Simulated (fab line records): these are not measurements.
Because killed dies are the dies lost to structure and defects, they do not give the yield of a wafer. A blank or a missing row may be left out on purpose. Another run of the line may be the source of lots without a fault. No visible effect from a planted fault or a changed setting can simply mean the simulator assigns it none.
Chamber matching    flow sky130    SKY_POLY_CUT_ETCH_11 on rie diel-03: 4 sister chambers
The step etches Si3N4 in CF4/CH2F2/Ar, stops on poly-Si, time 42.5 s, target depth 60 nm. 8 wafers are shown with their chamber, then 8 later ones without.

== WAFERS PAIRED WITH THEIR CHAMBERS ==
wafer   chamber  oes product au (a.u.)  cf4 flow sccm (sccm)
L438.3  3        0.832                  40.08
L439.1  1        0.826                  40.01
L439.2  2        0.833                  40.04
L439.5  3        0.829                  39.97
L442.1  1        0.832                  40.08
L442.4  0        0.840                  39.82
L442.5  2        0.825                  39.97
L443.2  0        0.841                  40.03

== WAFERS WITH NO CHAMBER GIVEN ==
wafer   oes product au (a.u.)  cf4 flow sccm (sccm)
L443.5  0.826                  39.86
L443.6  0.829                  39.82
L449.1  0.834                  40.25
L449.3  0.825                  40.18
L449.4  0.835                  40.26
L451.2  0.826                  40.05
L451.3  0.831                  39.87
L451.5  0.837                  40.12

== THE CHAMBER EACH PASSED THROUGH ==
wafer   from the rows above                in truth
L443.5  can't be placed: 2 or 3 or 1       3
L443.6  can't be placed: 2 or 3 or 1 or 0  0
L449.1  can't be placed: 1 or 3 or 2 or 0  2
L449.3  can't be placed: 1 or 2 or 3       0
L449.4  can't be placed: 3 or 1 or 2 or 0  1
L451.2  can't be placed: 1 or 2 or 3       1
L451.3  can't be placed: 2 or 3 or 1 or 0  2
L451.5  can't be placed: 3 or 1 or 0 or 2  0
0 of 8 placed correctly. Cannot be placed on the basis of these rows: 8; the candidates contain the true chamber in 7. Number placed wrongly: 0.
How it was worked out, from the rows above alone: a wafer's distance from a chamber is the root of the sum, over the readings, of the square of ((its reading less the chamber's mean) divided by the reading's scatter). The wafer belongs to the nearest chamber; if the next one is less than 2 further off, it can't be placed. Each chamber's mean is taken over the wafers shown for it. How the scatter is found: for the shown wafers, subtract from each reading the mean of its chamber, square and add these, divide the total by (wafers less chambers), then take the root.
